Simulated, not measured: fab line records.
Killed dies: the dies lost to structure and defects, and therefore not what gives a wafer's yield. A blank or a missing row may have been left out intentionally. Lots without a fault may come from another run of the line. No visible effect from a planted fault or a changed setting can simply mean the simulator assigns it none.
Which of the tools did it? | flow sky130 | 42 wafers from 14 lots sampled at 2 of the route's 708 steps

== WHAT THE GAUGES SHOWED, per wafer ==
No reading from a measuring or inspecting step in the record can be judged against a usual standard deviation.

== TOOL THAT RAN EACH LOT (tool first, then ch and the chambers of the sampled wafers, then the start) ==
lot  | SKY_FIELD_ISO_ETCH_17           | SKY_PAD_OPEN_PROBE_99
L208 | rie si-01 ch 0,2, day 2 05:04   | -
L209 | rie si-02 ch 0,2, day 2 10:46   | -
L210 | rie si-02 ch 2,3, day 2 17:40   | prober-01, day 46 09:44
L212 | rie si-01 ch 0,1,2, day 3 01:46 | -
L217 | rie si-01 ch 2,3, day 4 04:25   | prober-02, day 48 00:52
L219 | rie si-01 ch 1,2, day 4 15:47   | prober-02, day 48 16:13
L222 | rie si-02 ch 0,2,3, day 5 05:14 | -
L223 | rie si-02 ch 0,2,3, day 5 11:19 | -
L226 | rie si-02 ch 0,1, day 6 02:20   | -
L227 | rie si-02 ch 0,1,3, day 6 09:40 | -
L228 | rie si-02 ch 0,1, day 6 12:49   | -
L229 | rie si-02 ch 0,1,2, day 6 17:37 | -
L230 | rie si-01 ch 0,2,3, day 6 23:55 | -
L231 | rie si-01 ch 0,1,3, day 7 05:50 | -
- SKY_FIELD_ISO_ETCH_17: etches Si in HBr/Cl2/O2, target depth 342 nm, time 97.7 s.
- SKY_PAD_OPEN_PROBE_99

== WHAT THE TOOLS THEMSELVES READ (means of the sampled wafers that have a number; where no wafer has one, the mark that the record gives instead) ==
SKY_FIELD_ISO_ETCH_17.
lot  | tool      | bias w (W) | drypump motor current A (A) | oes product au (a.u.) | rf fwd power W (W) | throttle valve pct (%)
L208 | rie si-01 | 150.1      | 5.8                         | 0.981                 | 594.7              | 25.664
L209 | rie si-02 | 149.8      | 6.2                         | 1.007                 | 597.7              | 25.653
L210 | rie si-02 | 150.0      | 6.0                         | 1.010                 | 596.3              | 25.646
L212 | rie si-01 | 149.9      | 5.3                         | 0.997                 | 597.4              | 25.666
L217 | rie si-01 | 156.0      | 6.1                         | 0.991                 | 596.5              | 25.655
L219 | rie si-01 | 156.2      | 5.5                         | 0.990                 | 596.1              | 25.666
L222 | rie si-02 | 150.0      | 5.8                         | 1.014                 | 595.4              | 25.659
L223 | rie si-02 | 149.9      | 5.8                         | 1.008                 | 595.4              | 25.655
L226 | rie si-02 | 149.9      | 5.9                         | 1.003                 | 594.4              | 25.652
L227 | rie si-02 | 149.9      | 5.7                         | 1.006                 | 597.2              | 25.641
L228 | rie si-02 | 149.9      | 5.9                         | 0.998                 | 594.2              | 25.662
L229 | rie si-02 | 149.8      | 6.1                         | 1.001                 | 596.2              | 25.644
L230 | rie si-01 | 149.7      | 5.9                         | 0.994                 | 596.1              | 25.649
L231 | rie si-01 | 150.0      | 5.4                         | 0.997                 | 596.4              | 25.650

SKY_PAD_OPEN_PROBE_99.
lot  | tool      | killed_at_M0_to_M3 | killed_at_M4_up | killed at contacts | killed at front end | killed at other | killed dies | killed open | killed short
L210 | prober-01 | 42                 | 4.7             | 25                 | 13                  | 0.0             | 85          | 46          | 39
L217 | prober-02 | 49                 | 5.0             | 31                 | 15                  | 1.0             | 101         | 59          | 42
L219 | prober-02 | 44                 | 2.3             | 21                 | 12                  | 0.3             | 80          | 42          | 38

== THE ANSWER, worked out from the rows above alone ==
Rule: what is usual is taken from the lots themselves. Put in order of their means at a reading, lots are off if they are a third of the lots or fewer, leave a main group of 4 or more, and stand apart from it by a gap of 3 or more times the standard deviation of the main group's means; of several such gaps the widest counts. A main group is skipped when, at the precision printed for the reading in the tables above, its means are all equal. Also off: a lot with no number at a reading for which 4 or more lots have one. Where the step has rows for the other lots, those lots are counted as sound. The gauges are gone through in route order, then the tools' own readings, and for those a lot's mean is taken as printed above. At the first step where some lot is off, the reading lying furthest off is the one used; lots without a number count as furthest.
Off: L217, L219, at SKY_FIELD_ISO_ETCH_17 (bias w). Mean 149.9 W and standard deviation 0.1 in the main group.
A tool fits if, at that step or a process step before it, it ran every lot that is off, and no sound lot after the first of them. Of those tried, none fits.

== WHAT THE SIMULATOR HAD INSERTED ==
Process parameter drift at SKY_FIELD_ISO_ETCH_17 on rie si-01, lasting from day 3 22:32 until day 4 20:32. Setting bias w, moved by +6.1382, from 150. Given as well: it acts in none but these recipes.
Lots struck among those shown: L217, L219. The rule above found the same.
